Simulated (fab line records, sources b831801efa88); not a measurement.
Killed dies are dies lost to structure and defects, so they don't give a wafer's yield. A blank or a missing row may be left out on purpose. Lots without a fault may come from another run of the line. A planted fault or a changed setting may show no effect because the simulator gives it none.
Which tool did it? | flow sky130 | 13 lots, 39 wafers sampled, at 2 steps of a route of 708

WHAT THE GAUGES READ, wafer by wafer
SKY_SPACER_THK_MEAS_01.
lot  | measured     | on            | SPACER_CVD_00_THK (nm)
L944 | day 23 04:47 | film_metro-01 | 42.9 42.9 42.7
L945 | day 23 15:15 | film_metro-01 | 43.3 43.2 43.2
L946 | day 24 04:37 | film_metro-01 | 42.9 43.1 43.5
L947 | day 24 16:07 | film_metro-02 | 43.2 43.0 43.0
L948 | day 24 22:23 | film_metro-02 | 42.7 43.0 42.4
L949 | day 25 10:55 | film_metro-02 | 43.3 43.3 43.0
L950 | day 25 19:47 | film_metro-02 | 42.8 42.8 43.0
L951 | day 26 03:35 | film_metro-02 | 42.7 42.7 42.8
L952 | day 26 08:16 | film_metro-02 | 42.4 42.6 42.7
L954 | day 26 23:42 | film_metro-02 | 43.3 42.7 43.0
L957 | day 28 05:58 | film_metro-01 | 43.6 43.4 42.9
L959 | day 28 14:12 | film_metro-01 | 49.0 49.1 49.3
L960 | day 29 06:38 | film_metro-02 | 49.5 49.3 49.0

WHICH TOOL RAN EACH LOT (tool, then ch and the chambers of the sampled wafers, then the start)
lot  | SKY_SPACER_CVD_00
L944 | lpcvd-02 ch 1, day 23 03:34
L945 | lpcvd-02 ch 1, day 23 14:02
L946 | lpcvd-02 ch 0, day 24 03:25
L947 | lpcvd-02 ch 0, day 24 14:54
L948 | lpcvd-02 ch 0, day 24 21:10
L949 | lpcvd-02 ch 0, day 25 09:41
L950 | lpcvd-02 ch 0, day 25 18:33
L951 | lpcvd-02 ch 1, day 26 02:22
L952 | lpcvd-02 ch 1, day 26 07:04
L954 | lpcvd-02 ch 1, day 26 21:53
L957 | lpcvd-02 ch 1, day 28 04:46
L959 | lpcvd-02 ch 0, day 28 12:58
L960 | lpcvd-02 ch 1, day 29 05:26
- SKY_SPACER_CVD_00: deposits Si3N4 from DCS/NH3, target thk 43.1 nm, time 740 s.

WHAT THE TOOLS THEMSELVES READ (means of the sampled wafers that have a number; where no wafer has one, the mark that the record gives instead)
SKY_SPACER_CVD_00.
lot  | tool     | spike_tc_bottom_C (C) | spike_tc_centre_C (C) | spike_tc_lower_C (C) | spike_tc_upper_C (C) | susceptor_temp_C (C)
L944 | lpcvd-02 | 787.6                 | 769.4                 | 769.8                | 771.1                | 770.1
L945 | lpcvd-02 | 788.7                 | 770.0                 | 769.5                | 771.2                | 769.6
L946 | lpcvd-02 | 792.8                 | 771.4                 | 770.4                | 770.4                | 769.7
L947 | lpcvd-02 | 794.1                 | 771.3                 | 770.3                | 772.1                | 769.8
L948 | lpcvd-02 | 793.1                 | 770.9                 | 769.7                | 769.7                | 770.0
L949 | lpcvd-02 | 792.0                 | 771.9                 | 770.9                | 769.8                | 770.0
L950 | lpcvd-02 | 793.7                 | 771.6                 | 769.6                | 770.7                | 769.9
L951 | lpcvd-02 | 789.0                 | 769.1                 | 768.7                | 770.8                | 770.2
L952 | lpcvd-02 | 788.1                 | 770.5                 | 770.0                | 770.6                | 769.9
L954 | lpcvd-02 | 788.8                 | 770.2                 | 769.1                | 772.2                | 770.2
L957 | lpcvd-02 | 789.1                 | 770.7                 | 769.4                | 771.1                | 770.1
L959 | lpcvd-02 | 799.9                 | 779.0                 | 775.9                | 778.4                | 776.9
L960 | lpcvd-02 | 796.2                 | 777.3                 | 775.6                | 778.3                | 777.3

THE ANSWER, worked out from the rows above alone
Rule: what is usual is taken from the lots themselves. Put in order of their means at a reading, lots are off if they are a third of the lots or fewer, leave a main group of 4 or more, and stand apart from it by a gap of 3 or more times the standard deviation of the main group's means; of several such gaps the widest counts. A main group whose means are all the same, to the digits that the tables above print for the reading, isn't used. A lot without any number at a reading at which 4 lots or more have one is off too. The other lots that the step has rows for count as sound. The gauges are gone through in route order, then the tools' own readings, and for those a lot's mean is taken as printed above. The first step at which some lot is off is used, and at that step the reading that is off furthest; a lot without a number counts as furthest.
Off: L959, L960, at SKY_SPACER_THK_MEAS_01 (SPACER_CVD_00_THK). The main group: mean 43.0 nm, standard deviation 0.23.
A tool fits if, at a process step before that reading, it ran every lot that is off, and no sound lot after the first of them. The gauges at SKY_SPACER_THK_MEAS_01 aren't tried: what is off there is off at SKY_SPACER_CVD_00 too, on other tools, and a gauge's error can't cause that. One fits: lpcvd-02 at SKY_SPACER_CVD_00. Its last sound lot is L957 (day 28 04:46), its first lot that is off L959 (day 28 12:58): a fault that began between those two fits.
The tool's own readings at SKY_SPACER_CVD_00 bear it out: on the lots that are off they differ by more than 5 times the standard deviation of the sound lots' means. spike_tc_centre_C reads 778.1 C there against 770.6 C on the sound lots; spike_tc_lower_C reads 775.8 C there against 769.8 C on the sound lots; spike_tc_upper_C reads 778.3 C there against 770.9 C on the sound lots; susceptor_temp_C reads 777.1 C there against 770.0 C on the sound lots.

WHAT THE SIMULATOR HAD PUT IN
Process parameter drift: lpcvd-02, from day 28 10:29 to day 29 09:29, at SKY_SPACER_CVD_00. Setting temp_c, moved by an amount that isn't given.
Lots struck among those shown: L959, L960. The rule above found the same.
